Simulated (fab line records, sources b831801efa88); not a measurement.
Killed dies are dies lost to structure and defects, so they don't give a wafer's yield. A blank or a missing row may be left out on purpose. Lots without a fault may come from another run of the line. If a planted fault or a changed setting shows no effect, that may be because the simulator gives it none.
fab line records :: flow gf180mcu :: part 2 of 2: steps 25 to 35 of 35
record:
  lots: 5
  wafers: 15
  last_day: 34
route steps=602 shown HV_LDD@229 NSD@235 PSD@248
lots with no fault: from the same line, run without faults
start_h: hours from the record's opening day to when the first of the lot's shown wafers began :: wait_h: time in hours since the lot's previous step :: " as in the row above :: L1.1+2: one row covering several wafers at once :: - value missing, or start not given :: * or withheld: withheld :: < > ~ a bound
route shown NAME@n: a module of which the file shows steps, and the number in the route of the first :: usual: average and standard deviation across the fault-free wafers :: same: alike in all rows :: chamber/n: place in a boat :: sites: each site's reading :: _std_site: their standard deviation :: _edge_site: the outer-site mean with the inner-site mean subtracted :: radius_mm: how far each site lies from the wafer's centre :: mask NAME#n: copy n :: behind: the last tool/chamber to shape the wafer :: hold: why the lot went on hold/how many hours it stayed there/how the hold came to an end :: device: whichever transistor did not switch (one of n, p or np) :: end of line: the tests these same wafers got at the end of their route :: where a step has no rows: the recipe by itself :: killed: count of dies lost to structure and defects at first sort (not the wafer's yield) :: map: per-die view of a wafer (x killed, . not killed, _ where there is no die)
set.NAME: setting as actually run; set.NAME@STEP: the setting as run at that earlier step :: model.NAME: the simulator's own value behind a step, which no gauge read
certain route steps with their lots: each step a table, each wafer a row
services: the hour from which a tool's chamber was out of use, counted from the record's first day as start_h (under 0 if before that day), plus the number of hours and why
== steps ==
step: GF_PSD_PEB_05
recipe:
  temp_c: withheld
  time_s: *
  resist: NOVOLAK
usual:
  exhaust_pa: 44.9/0.79
lot.wafer: L081.1
tool: litho_track-01
chamber: 0
start_h: -
wait_h: -
exhaust_pa: 43.3

lot.wafer: L081.2
tool: litho_track-01
chamber: 0
start_h: -
wait_h: -
exhaust_pa: 44.5

lot.wafer: L081.4
tool: litho_track-01
chamber: 0
start_h: -
wait_h: -
exhaust_pa: 45.1

lot.wafer: L089.1
tool: litho_track-01
chamber: 0
start_h: -
wait_h: -
exhaust_pa: 45.4

lot.wafer: L089.2
tool: litho_track-01
chamber: 0
start_h: -
wait_h: -
exhaust_pa: 46.1

lot.wafer: L089.6
tool: litho_track-01
chamber: 0
start_h: -
wait_h: -
exhaust_pa: 44.2

lot.wafer: L090.2
tool: litho_track-02
chamber: 0
start_h: -
wait_h: -
exhaust_pa: 44.7

lot.wafer: L090.5
tool: litho_track-02
chamber: 0
start_h: -
wait_h: -
exhaust_pa: 45.2

lot.wafer: L090.6
tool: litho_track-02
chamber: 0
start_h: -
wait_h: -
exhaust_pa: 44.2

lot.wafer: L093.1
tool: litho_track-01
chamber: 0
start_h: -
wait_h: -
exhaust_pa: 44.7

lot.wafer: L093.4
tool: litho_track-01
chamber: 0
start_h: -
wait_h: -
exhaust_pa: 44.8

lot.wafer: L093.6
tool: litho_track-01
chamber: 0
start_h: -
wait_h: -
exhaust_pa: 44.9

lot.wafer: L094.1
tool: litho_track-02
chamber: 0
start_h: -
wait_h: -
exhaust_pa: 44.9

lot.wafer: L094.2
tool: litho_track-02
chamber: 0
start_h: -
wait_h: -
exhaust_pa: 44.0

lot.wafer: L094.3
tool: litho_track-02
chamber: 0
start_h: -
wait_h: -
exhaust_pa: 44.8
step: GF_PSD_DEVELOP_06
recipe:
  develop_time_s: 60
  dev_temp_c: 23
usual:
  exhaust_pa: 45.1/0.99
lot.wafer: L081.1
tool: litho_track-01
chamber: 0
start_h: 381.10
wait_h: 0.1
exhaust_pa: 45.5

lot.wafer: L081.2
tool: litho_track-01
chamber: 0
start_h: 381.10
wait_h: 0.1
exhaust_pa: 45.4

lot.wafer: L081.4
tool: litho_track-01
chamber: 0
start_h: 381.10
wait_h: 0.1
exhaust_pa: 44.4

lot.wafer: L089.1
tool: litho_track-01
chamber: 0
start_h: 444.85
wait_h: 0.1
exhaust_pa: 44.2

lot.wafer: L089.2
tool: litho_track-01
chamber: 0
start_h: 444.85
wait_h: 0.1
exhaust_pa: 44.4

lot.wafer: L089.6
tool: litho_track-01
chamber: 0
start_h: 444.85
wait_h: 0.1
exhaust_pa: 43.2

lot.wafer: L090.2
tool: litho_track-02
chamber: 0
start_h: 453.75
wait_h: 0.1
exhaust_pa: 45.1

lot.wafer: L090.5
tool: litho_track-02
chamber: 0
start_h: 453.75
wait_h: 0.1
exhaust_pa: 46.5

lot.wafer: L090.6
tool: litho_track-02
chamber: 0
start_h: 453.75
wait_h: 0.1
exhaust_pa: 45.1

lot.wafer: L093.1
tool: litho_track-01
chamber: 0
start_h: 476.85
wait_h: 0.1
exhaust_pa: 47.0

lot.wafer: L093.4
tool: litho_track-01
chamber: 0
start_h: 476.85
wait_h: 0.1
exhaust_pa: 46.1

lot.wafer: L093.6
tool: litho_track-01
chamber: 0
start_h: 476.85
wait_h: 0.1
exhaust_pa: 47.3

lot.wafer: L094.1
tool: litho_track-02
chamber: 0
start_h: 489.08
wait_h: 0.1
exhaust_pa: 43.8

lot.wafer: L094.2
tool: litho_track-02
chamber: 0
start_h: 489.08
wait_h: 0.1
exhaust_pa: 45.9

lot.wafer: L094.3
tool: litho_track-02
chamber: 0
start_h: 489.08
wait_h: 0.1
exhaust_pa: 44.4
step: GF_PSD_CD_MEAS_07
recipe:
  target_cd_nm: 400
usual:
  cd_nm: 400.3/2.7
lot.wafer: L081.1
tool: cd_sem-01
chamber: -
start_h: 381.25
wait_h: 0.1
cd_nm: 400.1

lot.wafer: L081.2
tool: cd_sem-01
chamber: -
start_h: 381.25
wait_h: 0.1
cd_nm: 398.6

lot.wafer: L081.4
tool: cd_sem-01
chamber: -
start_h: 381.25
wait_h: 0.1
cd_nm: 398.2

lot.wafer: L089.1
tool: cd_sem-02
chamber: -
start_h: 445.00
wait_h: 0.1
cd_nm: 401.6

lot.wafer: L089.2
tool: cd_sem-02
chamber: -
start_h: 445.00
wait_h: 0.1
cd_nm: 399.1

lot.wafer: L089.6
tool: cd_sem-02
chamber: -
start_h: 445.00
wait_h: 0.1
cd_nm: 400.4

lot.wafer: L090.2
tool: cd_sem-01
chamber: -
start_h: 453.90
wait_h: 0.1
cd_nm: 402.2

lot.wafer: L090.5
tool: cd_sem-01
chamber: -
start_h: 453.90
wait_h: 0.1
cd_nm: 401.0

lot.wafer: L090.6
tool: cd_sem-01
chamber: -
start_h: 453.90
wait_h: 0.1
cd_nm: 402.8

lot.wafer: L093.1
tool: cd_sem-02
chamber: -
start_h: 477.00
wait_h: 0.1
cd_nm: 396.8

lot.wafer: L093.4
tool: cd_sem-02
chamber: -
start_h: 477.00
wait_h: 0.1
cd_nm: 397.1

lot.wafer: L093.6
tool: cd_sem-02
chamber: -
start_h: 477.00
wait_h: 0.1
cd_nm: 396.8

lot.wafer: L094.1
tool: cd_sem-01
chamber: -
start_h: 489.23
wait_h: 0.1
cd_nm: 400.6

lot.wafer: L094.2
tool: cd_sem-01
chamber: -
start_h: 489.23
wait_h: 0.1
cd_nm: 396.3

lot.wafer: L094.3
tool: cd_sem-01
chamber: -
start_h: 489.23
wait_h: 0.1
cd_nm: 394.3
step: GF_PSD_OVL_MEAS_08
usual:
  PSD_OVL: -0.2/1.2
lot.wafer: L081.1
tool: overlay-02
chamber: -
start_h: 381.37
wait_h: 0.1
PSD_OVL[nm]: 0.5

lot.wafer: L081.2
tool: overlay-02
chamber: -
start_h: 381.37
wait_h: 0.1
PSD_OVL[nm]: -1.3

lot.wafer: L081.4
tool: overlay-02
chamber: -
start_h: 381.37
wait_h: 0.1
PSD_OVL[nm]: -0.8

lot.wafer: L089.1
tool: overlay-01
chamber: -
start_h: 445.12
wait_h: 0.1
PSD_OVL[nm]: -1.9

lot.wafer: L089.2
tool: overlay-01
chamber: -
start_h: 445.12
wait_h: 0.1
PSD_OVL[nm]: -2.1

lot.wafer: L089.6
tool: overlay-01
chamber: -
start_h: 445.12
wait_h: 0.1
PSD_OVL[nm]: -1.5

lot.wafer: L090.2
tool: overlay-02
chamber: -
start_h: 454.01
wait_h: 0.1
PSD_OVL[nm]: 0.0

lot.wafer: L090.5
tool: overlay-02
chamber: -
start_h: 454.01
wait_h: 0.1
PSD_OVL[nm]: -0.1

lot.wafer: L090.6
tool: overlay-02
chamber: -
start_h: 454.01
wait_h: 0.1
PSD_OVL[nm]: -0.7

lot.wafer: L093.1
tool: overlay-02
chamber: -
start_h: 477.12
wait_h: 0.1
PSD_OVL[nm]: 0.2

lot.wafer: L093.4
tool: overlay-02
chamber: -
start_h: 477.12
wait_h: 0.1
PSD_OVL[nm]: -0.2

lot.wafer: L093.6
tool: overlay-02
chamber: -
start_h: 477.12
wait_h: 0.1
PSD_OVL[nm]: -0.8

lot.wafer: L094.1
tool: overlay-01
chamber: -
start_h: 489.35
wait_h: 0.1
PSD_OVL[nm]: -1.6

lot.wafer: L094.2
tool: overlay-01
chamber: -
start_h: 489.35
wait_h: 0.1
PSD_OVL[nm]: -1.7

lot.wafer: L094.3
tool: overlay-01
chamber: -
start_h: 489.35
wait_h: 0.1
PSD_OVL[nm]: -0.3
step: GF_PSD_IMPLANT_09
recipe:
  species: BF2
  energy_kev: 40
  dose_cm2: 1.5e+15
  tilt_deg: 7
lot.wafer: L081.1+2+4
tool: implanter-04
chamber: 0
start_h: 381.41
wait_h: 0.0

lot.wafer: L089.1+2+6
tool: implanter-01
chamber: 0
start_h: 445.16
wait_h: 0.0

lot.wafer: L090.2+5+6
tool: implanter-04
chamber: 0
start_h: 454.06
wait_h: 0.0

lot.wafer: L093.1+4+6
tool: implanter-04
chamber: 0
start_h: 477.16
wait_h: 0.0

lot.wafer: L094.1+2+3
tool: implanter-01
chamber: 0
start_h: 489.39
wait_h: 0.0
step: GF_PSD_STRIP_10
recipe:
  chemistry: O2/N2
  power_w: 1400
  pressure_mtorr: 1500
  platen_temp_c: 250
  o2_flow_sccm: 3000
  n2_flow_sccm: 300
  overash_fraction: 0.5
usual:
  drypump_motor_current_A: 5.8/0.43
  heater_power_w: 381/35
  oes_product_au: 0.592/0.0048
  strip_time_to_endpoint_s: 16.50/0.044
lot.wafer: L081.1
tool: plasma_asher-04
chamber: 0
start_h: 381.56
wait_h: 0.1
drypump_motor_current_A: 5.6
heater_power_w: 399
oes_product_au: 0.588
rf_hours_counter_h: 57
strip_time_to_endpoint_s: 16.42

lot.wafer: L081.2
tool: plasma_asher-04
chamber: 1
start_h: 381.56
wait_h: 0.1
drypump_motor_current_A: 5.6
heater_power_w: 421
oes_product_au: 0.594
rf_hours_counter_h: 57
strip_time_to_endpoint_s: 16.46

lot.wafer: L081.4
tool: plasma_asher-04
chamber: 1
start_h: 381.56
wait_h: 0.1
drypump_motor_current_A: 5.6
heater_power_w: 421
oes_product_au: 0.584
rf_hours_counter_h: -
strip_time_to_endpoint_s: 16.46

lot.wafer: L089.1
tool: plasma_asher-02
chamber: 1
start_h: 445.31
wait_h: 0.1
drypump_motor_current_A: 5.7
heater_power_w: 334
oes_product_au: 0.595
rf_hours_counter_h: 32
strip_time_to_endpoint_s: 16.46

lot.wafer: L089.2
tool: plasma_asher-02
chamber: 0
start_h: 445.31
wait_h: 0.1
drypump_motor_current_A: 6.8
heater_power_w: 335
oes_product_au: 0.591
rf_hours_counter_h: 32
strip_time_to_endpoint_s: 16.48

lot.wafer: L089.6
tool: plasma_asher-02
chamber: 0
start_h: 445.31
wait_h: 0.1
drypump_motor_current_A: 6.8
heater_power_w: 337
oes_product_au: 0.586
rf_hours_counter_h: -
strip_time_to_endpoint_s: 16.41

lot.wafer: L090.2
tool: plasma_asher-04
chamber: 1
start_h: 454.19
wait_h: 0.1
drypump_motor_current_A: 5.6
heater_power_w: 415
oes_product_au: 0.598
rf_hours_counter_h: 65
strip_time_to_endpoint_s: 16.51

lot.wafer: L090.5
tool: plasma_asher-04
chamber: 0
start_h: 454.19
wait_h: 0.1
drypump_motor_current_A: 5.6
heater_power_w: 400
oes_product_au: 0.594
rf_hours_counter_h: -
strip_time_to_endpoint_s: 16.56

lot.wafer: L090.6
tool: plasma_asher-04
chamber: 1
start_h: 454.19
wait_h: 0.1
drypump_motor_current_A: 5.6
heater_power_w: 402
oes_product_au: 0.589
rf_hours_counter_h: -
strip_time_to_endpoint_s: 16.56

lot.wafer: L093.1
tool: plasma_asher-04
chamber: 1
start_h: 477.31
wait_h: 0.1
drypump_motor_current_A: 5.6
heater_power_w: 423
oes_product_au: 0.596
rf_hours_counter_h: 67
strip_time_to_endpoint_s: 16.53

lot.wafer: L093.4
tool: plasma_asher-04
chamber: 0
start_h: 477.31
wait_h: 0.1
drypump_motor_current_A: 5.7
heater_power_w: 401
oes_product_au: 0.594
rf_hours_counter_h: -
strip_time_to_endpoint_s: 16.53

lot.wafer: L093.6
tool: plasma_asher-04
chamber: 1
start_h: 477.31
wait_h: 0.1
drypump_motor_current_A: 5.6
heater_power_w: 423
oes_product_au: 0.593
rf_hours_counter_h: -
strip_time_to_endpoint_s: 16.49

lot.wafer: L094.1
tool: plasma_asher-04
chamber: 1
start_h: 489.54
wait_h: 0.1
drypump_motor_current_A: 5.6
heater_power_w: 423
oes_product_au: 0.589
rf_hours_counter_h: 69
strip_time_to_endpoint_s: 16.42

lot.wafer: L094.2
tool: plasma_asher-04
chamber: 0
start_h: 489.54
wait_h: 0.1
drypump_motor_current_A: 5.7
heater_power_w: 398
oes_product_au: 0.591
rf_hours_counter_h: 69
strip_time_to_endpoint_s: 16.43

lot.wafer: L094.3
tool: plasma_asher-04
chamber: 0
start_h: 489.54
wait_h: 0.1
drypump_motor_current_A: 5.7
heater_power_w: 391
oes_product_au: 0.594
rf_hours_counter_h: -
strip_time_to_endpoint_s: 16.48
step: GF_PSD_TW_MEAS_11
usual:
  PSD_TW: 3164/17
lot.wafer: L081.1
tool: film_metro-03
chamber: -
start_h: 381.66
wait_h: 0.1
PSD_TW: 3182

lot.wafer: L081.2
tool: film_metro-03
chamber: -
start_h: 381.66
wait_h: 0.1
PSD_TW: 3164

lot.wafer: L081.4
tool: film_metro-03
chamber: -
start_h: 381.66
wait_h: 0.1
PSD_TW: 3187

lot.wafer: L089.1
tool: film_metro-03
chamber: -
start_h: 445.41
wait_h: 0.1
PSD_TW: 3138

lot.wafer: L089.2
tool: film_metro-03
chamber: -
start_h: 445.41
wait_h: 0.1
PSD_TW: 3171

lot.wafer: L089.6
tool: film_metro-03
chamber: -
start_h: 445.41
wait_h: 0.1
PSD_TW: 3155

lot.wafer: L090.2
tool: film_metro-01
chamber: -
start_h: 454.30
wait_h: 0.1
PSD_TW: 3171

lot.wafer: L090.5
tool: film_metro-01
chamber: -
start_h: 454.30
wait_h: 0.1
PSD_TW: 3192

lot.wafer: L090.6
tool: film_metro-01
chamber: -
start_h: 454.30
wait_h: 0.1
PSD_TW: 3198

lot.wafer: L093.1
tool: film_metro-03
chamber: -
start_h: 477.41
wait_h: 0.1
PSD_TW: 3171

lot.wafer: L093.4
tool: film_metro-03
chamber: -
start_h: 477.41
wait_h: 0.1
PSD_TW: 3150

lot.wafer: L093.6
tool: film_metro-03
chamber: -
start_h: 477.41
wait_h: 0.1
PSD_TW: 3165

lot.wafer: L094.1
tool: film_metro-01
chamber: -
start_h: 489.64
wait_h: 0.1
PSD_TW: 3171

lot.wafer: L094.2
tool: film_metro-01
chamber: -
start_h: 489.64
wait_h: 0.1
PSD_TW: 3147

lot.wafer: L094.3
tool: film_metro-01
chamber: -
start_h: 489.64
wait_h: 0.1
PSD_TW: 3160
step: GF_PSD_CLEAN_12
recipe:
  chemistry: SC1/SC2
  mix: 1:4:20
  temp_c: 70
  time_s: 150
  dry: n2_spin
lot.wafer: L081.1+2+4
tool: wet_bench-01
chamber: 0
start_h: 381.72
wait_h: 0.1

lot.wafer: L089.1+2+6
tool: wet_bench-02
chamber: 3
start_h: 445.47
wait_h: 0.1

lot.wafer: L090.2+5+6
tool: wet_bench-01
chamber: 1
start_h: 454.35
wait_h: 0.0

lot.wafer: L093.1+4+6
tool: wet_bench-04
chamber: 0
start_h: 477.47
wait_h: 0.1

lot.wafer: L094.1+2+3
tool: wet_bench-01
chamber: 1
start_h: 489.70
wait_h: 0.1
step: GF_PSD_RTA_13
recipe:
  temp_c: 1025
  time_s: 20
  ambient: N2
usual:
  lamp_power_pct: 29.9/2.1
  wafer_temp_C_max: 1031.7/1.7
lot.wafer: L081.1
tool: rtp_anneal-01
chamber: 0
start_h: 381.77
wait_h: 0.0
lamp_power_pct: 32.0
wafer_temp_C_max: 1030.3

lot.wafer: L081.2
tool: rtp_anneal-01
chamber: 0
start_h: 381.77
wait_h: 0.0
lamp_power_pct: 32.0
wafer_temp_C_max: 1030.1

lot.wafer: L081.4
tool: rtp_anneal-01
chamber: 0
start_h: 381.77
wait_h: 0.0
lamp_power_pct: 32.0
wafer_temp_C_max: 1031.0

lot.wafer: L089.1
tool: rtp_anneal-02
chamber: 0
start_h: 445.52
wait_h: 0.0
lamp_power_pct: 27.7
wafer_temp_C_max: 1032.6

lot.wafer: L089.2
tool: rtp_anneal-02
chamber: 0
start_h: 445.52
wait_h: 0.0
lamp_power_pct: 27.7
wafer_temp_C_max: 1032.8

lot.wafer: L089.6
tool: rtp_anneal-02
chamber: 0
start_h: 445.52
wait_h: 0.0
lamp_power_pct: 27.7
wafer_temp_C_max: 1032.2

lot.wafer: L090.2
tool: rtp_anneal-01
chamber: 0
start_h: 454.41
wait_h: 0.0
lamp_power_pct: 32.0
wafer_temp_C_max: 1031.1

lot.wafer: L090.5
tool: rtp_anneal-01
chamber: 0
start_h: 454.41
wait_h: 0.0
lamp_power_pct: 32.0
wafer_temp_C_max: 1028.7

lot.wafer: L090.6
tool: rtp_anneal-01
chamber: 0
start_h: 454.41
wait_h: 0.0
lamp_power_pct: 32.0
wafer_temp_C_max: 1031.3

lot.wafer: L093.1
tool: rtp_anneal-02
chamber: 0
start_h: 477.52
wait_h: 0.0
lamp_power_pct: 27.8
wafer_temp_C_max: 1031.8

lot.wafer: L093.4
tool: rtp_anneal-02
chamber: 0
start_h: 477.52
wait_h: 0.0
lamp_power_pct: 27.7
wafer_temp_C_max: 1034.1

lot.wafer: L093.6
tool: rtp_anneal-02
chamber: 0
start_h: 477.52
wait_h: 0.0
lamp_power_pct: 27.7
wafer_temp_C_max: 1032.8

lot.wafer: L094.1
tool: rtp_anneal-01
chamber: 0
start_h: 489.75
wait_h: 0.0
lamp_power_pct: 32.0
wafer_temp_C_max: 1029.5

lot.wafer: L094.2
tool: rtp_anneal-01
chamber: 0
start_h: 489.75
wait_h: 0.0
lamp_power_pct: 32.0
wafer_temp_C_max: 1030.9

lot.wafer: L094.3
tool: rtp_anneal-01
chamber: 0
start_h: 489.75
wait_h: 0.0
lamp_power_pct: 32.0
wafer_temp_C_max: 1029.9
step: GF_PSD_RS_MEAS_14
recipe:
  thk_meas_gauge: four-point-probe
usual:
  NSD_RS: 46.15/0.081
lot.wafer: L081.1
tool: film_metro-02
chamber: -
start_h: 381.85
wait_h: 0.1
NSD_RS[ohm/sq]: 46.01

lot.wafer: L081.2
tool: film_metro-02
chamber: -
start_h: 381.85
wait_h: 0.1
NSD_RS[ohm/sq]: 46.14

lot.wafer: L081.4
tool: film_metro-02
chamber: -
start_h: 381.85
wait_h: 0.1
NSD_RS[ohm/sq]: 46.08

lot.wafer: L089.1
tool: film_metro-01
chamber: -
start_h: 445.60
wait_h: 0.1
NSD_RS[ohm/sq]: 46.12

lot.wafer: L089.2
tool: film_metro-01
chamber: -
start_h: 445.60
wait_h: 0.1
NSD_RS[ohm/sq]: 46.13

lot.wafer: L089.6
tool: film_metro-01
chamber: -
start_h: 445.60
wait_h: 0.1
NSD_RS[ohm/sq]: 46.19

lot.wafer: L090.2
tool: film_metro-02
chamber: -
start_h: 454.50
wait_h: 0.1
NSD_RS[ohm/sq]: 46.21

lot.wafer: L090.5
tool: film_metro-02
chamber: -
start_h: 454.50
wait_h: 0.1
NSD_RS[ohm/sq]: 46.17

lot.wafer: L090.6
tool: film_metro-02
chamber: -
start_h: 454.50
wait_h: 0.1
NSD_RS[ohm/sq]: 46.12

lot.wafer: L093.1
tool: film_metro-01
chamber: -
start_h: 477.60
wait_h: 0.1
NSD_RS[ohm/sq]: 46.21

lot.wafer: L093.4
tool: film_metro-01
chamber: -
start_h: 477.60
wait_h: 0.1
NSD_RS[ohm/sq]: 46.18

lot.wafer: L093.6
tool: film_metro-01
chamber: -
start_h: 477.60
wait_h: 0.1
NSD_RS[ohm/sq]: 46.13

lot.wafer: L094.1
tool: film_metro-02
chamber: -
start_h: 489.83
wait_h: 0.1
NSD_RS[ohm/sq]: 46.21

lot.wafer: L094.2
tool: film_metro-02
chamber: -
start_h: 489.83
wait_h: 0.1
NSD_RS[ohm/sq]: 46.15

lot.wafer: L094.3
tool: film_metro-02
chamber: -
start_h: 489.83
wait_h: 0.1
NSD_RS[ohm/sq]: 46.11
step: GF_PSD_RS_MEAS_15
recipe:
  thk_meas_gauge: four-point-probe
usual:
  PSD_RS: 108.70/0.26
lot.wafer: L081.1
tool: film_metro-02
chamber: -
start_h: 381.97
wait_h: 0.1
PSD_RS[ohm/sq]: 108.76

lot.wafer: L081.2
tool: film_metro-02
chamber: -
start_h: 381.97
wait_h: 0.1
PSD_RS[ohm/sq]: 108.76

lot.wafer: L081.4
tool: film_metro-02
chamber: -
start_h: 381.97
wait_h: 0.1
PSD_RS[ohm/sq]: 108.55

lot.wafer: L089.1
tool: film_metro-01
chamber: -
start_h: 445.72
wait_h: 0.1
PSD_RS[ohm/sq]: 108.89

lot.wafer: L089.2
tool: film_metro-01
chamber: -
start_h: 445.72
wait_h: 0.1
PSD_RS[ohm/sq]: 108.61

lot.wafer: L089.6
tool: film_metro-01
chamber: -
start_h: 445.72
wait_h: 0.1
PSD_RS[ohm/sq]: 108.91

lot.wafer: L090.2
tool: film_metro-02
chamber: -
start_h: 454.62
wait_h: 0.1
PSD_RS[ohm/sq]: 108.71

lot.wafer: L090.5
tool: film_metro-02
chamber: -
start_h: 454.62
wait_h: 0.1
PSD_RS[ohm/sq]: 108.74

lot.wafer: L090.6
tool: film_metro-02
chamber: -
start_h: 454.62
wait_h: 0.1
PSD_RS[ohm/sq]: 108.89

lot.wafer: L093.1
tool: film_metro-01
chamber: -
start_h: 477.72
wait_h: 0.1
PSD_RS[ohm/sq]: 108.90

lot.wafer: L093.4
tool: film_metro-01
chamber: -
start_h: 477.72
wait_h: 0.1
PSD_RS[ohm/sq]: 108.76

lot.wafer: L093.6
tool: film_metro-01
chamber: -
start_h: 477.72
wait_h: 0.1
PSD_RS[ohm/sq]: 108.78

lot.wafer: L094.1
tool: film_metro-02
chamber: -
start_h: 489.95
wait_h: 0.1
PSD_RS[ohm/sq]: 108.81

lot.wafer: L094.2
tool: film_metro-02
chamber: -
start_h: 489.95
wait_h: 0.1
PSD_RS[ohm/sq]: 108.87

lot.wafer: L094.3
tool: film_metro-02
chamber: -
start_h: 489.95
wait_h: 0.1
PSD_RS[ohm/sq]: 108.62
== services ==
tool: rie_diel-01
chamber: -
start_h: 310.45
hours: 0.2
kind: repair

tool: lpcvd-01
chamber: -
start_h: 312.07
hours: 2.7
kind: repair

tool: rie_diel-03
chamber: 1
start_h: 320.26
hours: 9.6
kind: repair

tool: implanter-02
chamber: -
start_h: 321.04
hours: 1.6
kind: repair

tool: implanter-02
chamber: -
start_h: 332.19
hours: 1.8
kind: repair

tool: plasma_asher-04
chamber: -
start_h: 342.24
hours: 1.0
kind: repair

tool: iline_stepper-01
chamber: -
start_h: 343.98
hours: 3.9
kind: repair

tool: iline_stepper-01
chamber: -
start_h: 352.70
hours: 2.5
kind: repair

tool: plasma_asher-04
chamber: -
start_h: 365.88
hours: 2.8
kind: pm

tool: implanter-04
chamber: -
start_h: 375.00
hours: 3.5
kind: pm

tool: rie_diel-03
chamber: 1
start_h: 386.07
hours: 20.0
kind: repair

tool: implanter-01
chamber: -
start_h: 394.93
hours: 29.3
kind: pm

tool: plasma_asher-03
chamber: -
start_h: 403.45
hours: 6.3
kind: repair

tool: plasma_asher-03
chamber: -
start_h: 403.84
hours: 0.4
kind: repair

tool: rie_diel-01
chamber: -
start_h: 410.62
hours: 0.6
kind: repair

tool: iline_stepper-01
chamber: -
start_h: 412.79
hours: 8.2
kind: repair

tool: rie_diel-04
chamber: -
start_h: 420.13
hours: 0.3
kind: repair

tool: plasma_asher-03
chamber: -
start_h: 421.25
hours: 9.0
kind: pm

tool: rie_diel-04
chamber: 3
start_h: 426.15
hours: 3.3
kind: repair

tool: iline_stepper-02
chamber: -
start_h: 438.56
hours: 1.7
kind: pm

tool: plasma_asher-02
chamber: -
start_h: 444.09
hours: 0.9
kind: repair

tool: implanter-01
chamber: -
start_h: 448.75
hours: 4.4
kind: repair

tool: rie_diel-01
chamber: 0
start_h: 456.40
hours: 12.6
kind: repair

tool: iline_stepper-01
chamber: -
start_h: 487.29
hours: 1.7
kind: pm
